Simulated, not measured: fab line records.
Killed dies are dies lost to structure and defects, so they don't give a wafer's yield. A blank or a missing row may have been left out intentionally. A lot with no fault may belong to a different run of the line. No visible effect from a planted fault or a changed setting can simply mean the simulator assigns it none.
Matching of chambers / flow gf180mcu / rie_diel-02 running GF_CONTACT_ETCH_16: 4 sister chambers
The step etches BARC in N2/H2. 8 wafers are shown with their chamber, then 7 later ones without.

WAFERS WITH THEIR CHAMBER
wafer=L743.3; chamber=0; h2_flow_sccm (sccm)=200.1; oes_product_au (a.u.)=0.856
wafer=L744.3; chamber=2; h2_flow_sccm (sccm)=199.6; oes_product_au (a.u.)=0.851
wafer=L744.6; chamber=3; h2_flow_sccm (sccm)=198.4; oes_product_au (a.u.)=0.848
wafer=L748.1; chamber=0; h2_flow_sccm (sccm)=198.8; oes_product_au (a.u.)=0.851
wafer=L748.4; chamber=1; h2_flow_sccm (sccm)=199.5; oes_product_au (a.u.)=0.852
wafer=L748.6; chamber=1; h2_flow_sccm (sccm)=200.3; oes_product_au (a.u.)=0.856
wafer=L751.1; chamber=2; h2_flow_sccm (sccm)=200.6; oes_product_au (a.u.)=0.849
wafer=L751.3; chamber=3; h2_flow_sccm (sccm)=199.1; oes_product_au (a.u.)=0.848

WAFERS WITHOUT THEIR CHAMBER
wafer=L751.4; h2_flow_sccm (sccm)=199.9; oes_product_au (a.u.)=0.855
wafer=L753.1; h2_flow_sccm (sccm)=199.2; oes_product_au (a.u.)=0.852
wafer=L753.4; h2_flow_sccm (sccm)=199.6; oes_product_au (a.u.)=0.854
wafer=L753.5; h2_flow_sccm (sccm)=200.1; oes_product_au (a.u.)=0.851
wafer=L754.2; h2_flow_sccm (sccm)=199.6; oes_product_au (a.u.)=0.857
wafer=L754.3; h2_flow_sccm (sccm)=200.3; oes_product_au (a.u.)=0.861
wafer=L754.4; h2_flow_sccm (sccm)=199.7; oes_product_au (a.u.)=0.862

WHICH CHAMBER EACH ONE RAN IN
wafer=L751.4; from the rows above=can't be placed: 1 or 0 or 2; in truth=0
wafer=L753.1; from the rows above=can't be placed: 0 or 1 or 2 or 3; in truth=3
wafer=L753.4; from the rows above=can't be placed: 0 or 1 or 2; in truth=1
wafer=L753.5; from the rows above=can't be placed: 2 or 1 or 0 or 3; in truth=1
wafer=L754.2; from the rows above=can't be placed: 1 or 0 or 2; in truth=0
wafer=L754.3; from the rows above=can't be placed: 1 or 0 or 2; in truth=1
wafer=L754.4; from the rows above=can't be placed: 1 or 0 or 2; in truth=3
Correctly placed: 0 of 7. Not placeable from these rows: 7 (in 6, the candidates include the true chamber). Number placed wrongly: 0.
How it was worked out, from the rows above alone: a wafer's distance from a chamber is the root of the sum, over the readings, of the square of ((its reading less the chamber's mean) divided by the reading's scatter). The wafer belongs to the nearest chamber; if the next one is less than 2 further off, it can't be placed. The mean given for a chamber averages the wafers shown for that chamber. The scatter: the root of (the sum of the squares of (reading less its chamber's mean) over the shown wafers, divided by (wafers less chambers)).
